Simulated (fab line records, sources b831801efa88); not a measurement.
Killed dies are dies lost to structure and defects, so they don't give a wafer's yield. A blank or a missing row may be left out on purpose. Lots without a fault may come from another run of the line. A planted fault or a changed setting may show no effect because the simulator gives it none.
Which tool did it? | flow gf180mcu | 14 lots, 42 wafers sampled, at 2 steps of a route of 602

WHAT THE GAUGES READ, wafer by wafer
GF_V2_CD_MEAS_14: target cd 260 nm.
lot  | measured     | on        | cd_nm (nm)
L846 | day 20 08:21 | cd_sem-01 | 262.2 261.2 260.3
L850 | day 22 05:00 | cd_sem-01 | 259.7 260.2 260.7
L852 | day 23 03:23 | cd_sem-02 | 256.8 257.8 257.9
L853 | day 23 09:05 | cd_sem-02 | 260.0 259.5 258.1
L854 | day 23 09:26 | cd_sem-01 | 258.5 258.4 259.0
L857 | day 24 18:41 | cd_sem-01 | 259.4 259.8 258.8
L859 | day 25 06:53 | cd_sem-01 | 261.5 261.4 261.3
L860 | day 25 11:14 | cd_sem-02 | 260.2 259.5 261.6
L861 | day 25 16:07 | cd_sem-02 | 259.0 258.0 257.7
L864 | day 26 15:10 | cd_sem-02 | 260.1 259.5 259.6
L865 | day 27 01:03 | cd_sem-01 | 260.5 259.7 260.4
L866 | day 27 06:10 | cd_sem-02 | 258.9 258.8 259.3
L868 | day 28 06:50 | cd_sem-01 | 259.4 259.9 260.0
L869 | day 28 07:31 | cd_sem-01 | 259.3 258.6 259.0

GF_V2_OVL_MEAS_15.
lot  | measured     | on         | V2_OVL (nm)
L846 | day 20 08:26 | overlay-02 | 4 -1 8
L850 | day 22 05:07 | overlay-01 | 4 -8 2
L852 | day 23 03:30 | overlay-01 | 5 4 -1
L853 | day 23 09:12 | overlay-02 | 4 2 1
L854 | day 23 09:33 | overlay-02 | 9 -5 -4
L857 | day 24 18:48 | overlay-01 | 2 -3 4
L859 | day 25 07:00 | overlay-01 | -3 0 9
L860 | day 25 11:21 | overlay-02 | 4 -5 -1
L861 | day 25 16:14 | overlay-01 | 5 4 0
L864 | day 26 15:17 | overlay-01 | 3 -2 1
L865 | day 27 01:08 | overlay-02 | 5 9 9
L866 | day 27 06:17 | overlay-02 | 4 -4 -1
L868 | day 28 06:57 | overlay-02 | 5 4 1
L869 | day 28 07:38 | overlay-01 | 4 5 -3

WHICH TOOL RAN EACH LOT (tool, then ch and the chambers of the sampled wafers, then the start)
The record holds no process step before these readings.

WHAT THE TOOLS THEMSELVES READ (means of the sampled wafers that have a number; where no wafer has one, the mark that the record gives instead)
The record holds no such reading with a usual standard deviation.

THE ANSWER, worked out from the rows above alone
Rule: what is usual is taken from the lots themselves. Put in order of their means at a reading, lots are off if they are a third of the lots or fewer, leave a main group of 4 or more, and stand apart from it by a gap of 3 or more times the standard deviation of the main group's means; of several such gaps the widest counts. A main group whose means are all the same, to the digits that the tables above print for the reading, isn't used. A lot without any number at a reading at which 4 lots or more have one is off too. The other lots that the step has rows for count as sound. The gauges are gone through in route order, then the tools' own readings, and for those a lot's mean is taken as printed above. The first step at which some lot is off is used, and at that step the reading that is off furthest; a lot without a number counts as furthest.
No lot is off at any reading shown: from this, nothing can be told.

WHAT THE SIMULATOR HAD PUT IN
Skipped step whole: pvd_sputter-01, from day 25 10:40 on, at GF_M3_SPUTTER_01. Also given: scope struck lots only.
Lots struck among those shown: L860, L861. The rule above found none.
